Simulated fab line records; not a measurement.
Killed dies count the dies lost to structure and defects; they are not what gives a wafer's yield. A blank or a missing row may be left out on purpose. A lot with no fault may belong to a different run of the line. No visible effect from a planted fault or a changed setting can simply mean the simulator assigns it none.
fab line records	flow sky130
record: lots: 7	wafers: 18	lastDay: 49
route steps=708 shown PASSIVATION@689 PAD_OPEN@694
lots untouched by any fault: they come from a run of this same line in which no faults occurred
startH: start of the lot's first displayed wafer, in hours after the record's first day	waitH: hours elapsed since this lot's preceding step	" unchanged from the row above	L1.1+2: a row that stands for several wafers	- no value, or no start given	* or withheld: withheld	< > ~ a bound
route shown NAME@n: a module of which the file shows steps, and the number in the route of the first	usual: the fault-free wafers' mean and standard deviation	same: alike in all rows	chamber/n: place in a boat	sites: per-site readings	_std_site: standard deviation of those values	_edge_site: the outer-site mean with the inner-site mean subtracted	radiusMm: for every site, how far away it sits from the centre of the wafer	mask NAME#n: copy n	behind: the most recent tool/chamber to have shaped the wafer	hold: why the lot went on hold/how many hours it stayed there/how the hold came to an end	device: transistor that didn't switch, given as n, p or np	end of line: the same wafers' tests at the end of the route	a step given without rows: its recipe and nothing more	killed: count of dies lost to structure and defects at first sort (not the wafer's yield)	map: shows each die of a wafer: x if killed, . if not, _ if none is there
set.NAME: the setting as run; set.NAME@STEP: as run at that earlier step	model.NAME: the simulator's own value behind a step, which no gauge read
lots at some steps of the route; a table a step, a row a wafer
services: from which hour (startH, from the record's first day; less than 0 if before it) a tool's chamber was out of use, for how many hours, and why
== steps ==
step: SKY_PASSIVATION_EXPOSE_08
recipe: maskId: NSM	targetCdNm: 3000	na: 0.57	doseMj: 260
step: SKY_PASSIVATION_PEB_09
recipe: tempC: 115	timeS: withheld
step: SKY_PASSIVATION_DEVELOP_10
recipe: developTimeS: 60	devTempC: 23
step: SKY_PASSIVATION_ETCH_11
recipe: chemistry: CF4/O2	targetDepthNm: 725	stopOn: AlCu	sourceW: 800	biasW: 150	pressureMtorr: 150	cf4FlowSccm: 80	O2_flow_sccm: 10	timeS: 161.1
usual: chamberPressureMTorr: 150.01/0.15	drypumpMotorCurrentA: 5.7/0.48	oesProductAu: 0.976/0.0069	runLengthS: 189.4/0.43	throttleValvePct: 5.964/0.0088
lot.wafer	tool	chamber	startH	waitH	chamberPressureMTorr	drypumpMotorCurrentA	oesProductAu	rfHoursCounterH	runLengthS	throttleValvePct
L984.1	rieDiel-02	2	1065.72	-	150.20	6.2	0.976	21	189.1	5.961
L984.2	"	1	"	"	149.94	4.7	0.978	20	189.7	5.947
L984.3	"	0	"	"	150.04	5.8	0.968	12	189.4	5.962
L985.1	rieDiel-01	0	1069.79	-	150.18	6.4	0.963	21	189.7	5.967
L985.2	"	1	"	"	150.03	5.6	0.979	13	188.9	5.959
L985.6	"	1	"	"	149.94	5.6	0.969	-	188.5	5.952
L987.5	rieDiel-01	3	1077.09	-	150.02	5.4	0.980	-	189.5	5.955
L987.6	"	0	"	"	149.86	6.3	0.985	-	189.9	5.970
L989.4	rieDiel-01	0	1093.24	-	150.03	6.4	0.985	22	190.1	5.966
L989.6	"	0	"	"	149.98	6.4	0.976	-	189.8	5.964
L994.3	rieDiel-01	2	1117.27	-	150.03	5.5	0.975	18	190.2	5.959
L994.6	"	3	"	"	149.92	5.4	0.975	-	189.4	5.960
L999.1	rieDiel-01	0	1150.34	-	149.99	6.4	0.978	24	190.1	5.964
L999.2	"	3	"	"	150.05	5.4	0.970	20	189.5	5.987
L999.6	"	0	"	"	150.06	6.4	0.977	-	189.6	5.970
L103.3	rieDiel-03	0	1163.77	-	150.15	6.4	0.964	21	189.0	5.954
L103.5	"	1	"	"	150.31	5.9	0.969	-	189.2	5.962
L103.6	"	0	"	"	150.22	6.4	0.973	-	189.4	5.971
step: SKY_PASSIVATION_STRIP_12
recipe: chemistry: O2/N2	powerW: 1400	pressureMtorr: 1500	platenTempC: withheld	overashFraction: 0.7	o2FlowSccm: 3000	n2FlowSccm: 300
usual: chamberPressureMTorr: 1499.8/2.6	drypumpMotorCurrentA: 5.55/0.13	oesProductAu: 0.660/0.0042	stripTimeToEndpointS: 31.50/0.12
lot.wafer	tool	chamber	startH	waitH	chamberPressureMTorr	drypumpMotorCurrentA	oesProductAu	rfHoursCounterH	stripTimeToEndpointS
L984.1	plasmaAsher-02	0	1065.83	0.1	1496.1	5.37	0.653	0	31.58
L984.2	"	1	"	"	1500.0	5.61	0.663	0	31.54
L984.3	"	0	"	"	1499.8	5.36	0.658	-	31.70
L985.1	plasmaAsher-02	1	1069.89	0.1	1499.9	5.60	0.663	1	31.32
L985.2	"	0	"	"	1500.5	5.30	0.660	1	31.45
L985.6	"	0	"	"	1502.0	5.34	0.655	-	31.31
L987.5	plasmaAsher-02	0	1077.21	0.1	1500.3	5.33	0.663	-	31.55
L987.6	"	1	"	"	1499.2	5.62	0.655	-	31.33
L989.4	plasmaAsher-03	1	1093.38	0.1	1497.8	5.69	0.655	-	31.39
L989.6	"	1	"	"	1500.7	5.67	0.660	-	31.33
L994.3	plasmaAsher-03	0	1117.41	0.1	1501.1	5.63	0.657	-	31.58
L994.6	"	0	"	"	1501.4	5.63	0.655	-	31.47
L999.1	plasmaAsher-03	0	1150.45	0.1	1498.2	5.64	0.664	71	31.23
L999.2	"	1	"	"	1497.9	5.67	0.660	71	31.45
L999.6	"	0	"	"	1499.7	5.60	0.667	-	31.40
L103.3	plasmaAsher-02	1	1163.91	0.1	1499.9	5.59	0.657	-	31.61
L103.5	"	0	"	"	1499.8	5.37	0.660	-	31.55
L103.6	"	1	"	"	1499.1	5.59	0.664	-	31.57
step: SKY_PAD_OPEN_DEHYDRATE_00
recipe: tempC: 200	timeS: 60
step: SKY_PAD_OPEN_HMDS_01
recipe: primeTimeS: 60	primeTempC: 120
step: SKY_PAD_OPEN_COAT_02
recipe: spinRpm: 2000	resistThkNm: 3000
step: SKY_PAD_OPEN_SOFTBAKE_03
recipe: tempC: 110	timeS: withheld
step: SKY_PAD_OPEN_EXPOSE_04
recipe: maskId: PDM	targetCdNm: 60000	na: 0.57	doseMj: 260
step: SKY_PAD_OPEN_PEB_05
recipe: tempC: 115	timeS: withheld
step: SKY_PAD_OPEN_DEVELOP_06
recipe: developTimeS: 60	devTempC: 23
step: SKY_PAD_OPEN_ETCH_07
recipe: chemistry: CF4/O2	targetDepthNm: 725	stopOn: AlCu	sourceW: 800	biasW: 150	pressureMtorr: 150	cf4FlowSccm: 80	O2_flow_sccm: 10	timeS: 161.1
usual: chamberPressureMTorr: 149.99/0.15	drypumpMotorCurrentA: 5.8/0.5	oesProductAu: 0.977/0.0073	runLengthS: 189.3/0.42	throttleValvePct: 5.964/0.0096
lot.wafer	tool	chamber	startH	waitH	chamberPressureMTorr	drypumpMotorCurrentA	oesProductAu	rfHoursCounterH	runLengthS	throttleValvePct	model.PAD_OPEN.featureDepthNm	model.etch.depthNm
L984.1	rieDiel-04	2	1086.89	-	150.06	5.6	0.978	29	189.0	5.952	702.5	702.5
L984.2	"	1	"	"	149.98	5.2	0.973	17	189.3	5.975	704.2	704.2
L984.3	"	0	"	"	150.01	6.8	0.974	15	190.2	5.946	700.1	700.1
L985.1	rieDiel-03	3	1090.92	-	150.18	5.6	0.976	17	188.6	5.946	696.8	696.8
L985.2	"	0	"	"	150.04	6.4	0.977	18	189.1	5.970	706	706
L985.6	"	3	"	"	150.11	5.6	0.979	-	188.6	5.963	699.3	699.3
L987.5	rieDiel-03	1	1097.62	-	149.94	5.9	0.976	-	190.0	5.965	704.1	704.1
L987.6	"	2	"	"	150.10	5.6	1.002	-	183.4	5.946	693	693
L989.4	rieDiel-03	0	1113.68	-	149.82	6.4	0.977	19	188.9	5.952	713.9	713.9
L989.6	"	2	"	"	149.96	5.6	0.988	-	183.6	5.976	688.7	688.7
L994.3	rieDiel-03	3	1136.58	-	150.23	5.6	0.989	19	182.7	5.985	693.2	693.2
L994.6	"	3	"	"	150.16	5.6	0.995	-	182.3	5.944	695.5	695.5
L999.1	rieDiel-02	0	1167.59	-	150.12	5.8	0.977	16	188.9	5.962	708.1	708.1
L999.2	"	3	"	"	149.67	5.8	0.989	27	189.3	5.961	709.1	709.1
L999.6	"	1	"	"	150.06	4.8	0.991	-	189.1	5.958	717.7	717.7
L103.3	rieDiel-02	3	1180.57	-	149.92	5.9	0.974	28	189.5	5.955	695.8	695.8
L103.5	"	2	"	"	149.84	6.2	0.968	-	189.2	5.972	698.2	698.2
L103.6	"	1	"	"	149.97	4.7	0.973	-	188.9	5.975	690.4	690.4
step: SKY_PAD_OPEN_STRIP_08
recipe: chemistry: O2/N2	powerW: 1400	pressureMtorr: 1500	platenTempC: withheld	overashFraction: 0.7	o2FlowSccm: 3000	n2FlowSccm: 300
usual: chamberPressureMTorr: 1500.1/1.3	drypumpMotorCurrentA: 5.59/0.22	oesProductAu: 0.663/0.0048
lot.wafer	tool	chamber	startH	waitH	chamberPressureMTorr	drypumpMotorCurrentA	oesProductAu	rfHoursCounterH
L984.1	plasmaAsher-01	1	1087.00	0.1	1500.5	5.97	0.670	35
L984.2	"	0	"	"	1498.8	5.47	0.659	35
L984.3	"	0	"	"	1500.0	5.48	0.657	-
L985.1	plasmaAsher-02	0	1091.03	0.1	1500.1	5.35	0.669	2
L985.2	"	1	"	"	1501.3	5.58	0.659	2
L985.6	"	1	"	"	1500.4	5.58	0.670	-
L987.5	plasmaAsher-04	1	1097.74	0.1	1500.4	5.42	0.661	-
L987.6	"	0	"	"	1500.5	5.69	0.657	-
L989.4	plasmaAsher-04	0	1113.82	0.1	1498.0	5.66	0.664	-
L989.6	"	1	"	"	1499.7	5.43	0.665	-
L994.3	plasmaAsher-01	1	1136.72	0.1	1497.1	5.95	0.665	-
L994.6	"	0	"	"	1501.2	5.47	0.665	-
L999.1	plasmaAsher-02	1	1167.70	0.1	1500.8	5.59	0.671	9
L999.2	"	0	"	"	1499.1	5.36	0.658	9
L999.6	"	0	"	"	1503.1	5.33	0.668	-
L103.3	plasmaAsher-01	1	1180.71	0.1	1501.9	5.98	0.675	-
L103.5	"	0	"	"	1499.2	5.45	0.658	-
L103.6	"	1	"	"	1500.6	5.95	0.666	-
step: SKY_PAD_OPEN_PROBE_99
usual: defectLimitedYield: 81.9/2	killed_at_M0_to_M3: 43/6.5	killed_at_M4_up: 3.2/1.8	killedAtContacts: 26/5.2	killedAtFrontEnd: 16/4.8	killedAtOther: 0.3/0.6	killedDies: 89/9.6	killedOpen: 48/7.1	killedShort: 40/6.4	sort_bin_3_pad_short: 0.9/0.37	sort_bin_5_function: 10.7/1.4	sort_bin_6_memory: 6.5/1.2	sortNPass: 403/9.6	sortYieldPct: 81.9/2
same: grossDies: 492	killedAtBackSide: 0	sort_bin_4_leakage[%]: 0	sort_bin_8_speed[%]: 0
lot.wafer	tool	chamber	startH	waitH	defectLimitedYield[%]	killed_at_M0_to_M3	killed_at_M4_up	killedAtContacts	killedAtFrontEnd	killedAtOther	killedDies	killedOpen	killedShort	sort_bin_3_pad_short[%]	sort_bin_5_function[%]	sort_bin_6_memory[%]	sortNPass	sortYieldPct[%]
L994.6	prober-02	-	1139.16	0.2	80.1	47	7	28	16	0	98	52	46	1.2	10.6	8.1	394	80.1
L103.3	prober-01	-	1183.06	0.2	77.8	52	2	31	24	0	109	66	43	0.4	10.8	11.0	383	77.8
L103.5	prober-01	-	1183.16	0.2	80.5	45	5	29	17	0	96	52	44	0.6	11.8	7.1	396	80.5
L103.6	prober-01	-	1183.21	0.2	81.1	46	2	27	18	0	93	48	45	1.4	12.2	5.3	399	81.1
killed by level:class
L994.6 LI_CONTACT:geometricParticle:open=11 VIA1:geometricParticle:open=9 FIELD_ISO:geometricParticle:short=7 CONTACT:geometricParticle:short=7 METAL4:geometricParticle:short=7 VIA3:geometricParticle:open=7 METAL1:geometricParticle:short=6 FIELD_ISO:geometricParticle:open=5
L103.3 CONTACT:geometricParticle:open=16 VIA1:geometricParticle:open=12 VIA2:geometricParticle:open=10 FIELD_ISO:geometricParticle:open=8 LI_CONTACT:geometricParticle:open=6 VIA1:geometricParticle:short=6 VIA2:geometricParticle:short=6 POLY_GATE:geometricParticle:open=5
L103.5 LI_CONTACT:geometricParticle:open=9 METAL1:geometricParticle:short=9 VIA3:geometricParticle:open=8 CONTACT:geometricParticle:open=7 VIA1:geometricParticle:open=7 FIELD_ISO:geometricParticle:open=6 LOCAL_INTERCONNECT:geometricParticle:short=5 FIELD_ISO:geometricParticle:short=4
L103.6 CONTACT:geometricParticle:open=10 VIA1:geometricParticle:open=8 METAL1:geometricParticle:short=6 METAL3:geometricParticle:short=6 FIELD_ISO:geometricParticle:short=5 CONTACT:geometricParticle:short=5 VIA2:geometricParticle:open=5 LI_CONTACT:geometricParticle:open=4
== services ==
tool	chamber	startH	hours	kind
plasmaAsher-04	-	1051.77	4.3	repair
plasmaAsher-02	-	1055.25	9.0	pm
plasmaAsher-02	0	1055.25	9.0	ventCycle
plasmaAsher-02	1	1055.25	9.0	ventCycle
rieDiel-02	3	1063.06	1.8	repair
plasmaAsher-02	0	1064.25	-	clean
plasmaAsher-02	1	1064.25	-	clean
plasmaAsher-02	-	1078.11	4.3	pm
rieDiel-03	1	1081.67	7.4	repair
rieDiel-02	0	1091.65	11.8	repair
rieDiel-01	-	1095.53	0.4	repair
rieDiel-01	1	1110.20	18.9	repair
rieDiel-04	2	1121.66	-	clean
rieDiel-04	2	1121.66	19.7	scheduledDown
rieDiel-01	-	1134.88	4.4	repair
plasmaAsher-02	-	1139.49	1.5	repair
rieDiel-04	0	1143.39	4.2	repair
rieDiel-04	2	1157.64	6.4	repair
rieDiel-01	0	1169.00	-	clean
rieDiel-01	0	1169.00	-	consumableReplace:focusRing
rieDiel-01	0	1169.00	12.6	scheduledDown
rieDiel-01	0	1169.00	12.6	ventCycle
rieDiel-01	2	1169.44	1.6	repair
rieDiel-03	-	1178.21	0.3	repair
== key ==
firstSign: step: SKY_PAD_OPEN_ETCH_07	reading: runLengthS	direction: down	sigmas: 15	usual: *	struck: *
effect: step: SKY_PAD_OPEN_ETCH_07	reading: oesProductAu	direction: up	sigmas: 2.3	usual: 0.977	struck: 0.993	wafersMoved: 3
modelEffect: step: SKY_PAD_OPEN_ETCH_07	value: PAD_OPEN.featureDepthNm	without: 707.1	struck: 692.6
metAt SKY_PAD_OPEN_ETCH_07
struckWafers L987.6,L989.6,L994.3,L994.6
onsetBetween 1090.92 1097.62
fault: kind: processParameterDrift	tool: rieDiel-03	chamber: -	onsetH: 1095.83	steps: SKY_PAD_OPEN_ETCH_07	channel: timeS	offset: *	shape: step	endH: 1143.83	scope: struckWafersOnly	actsIn: *	stated: *
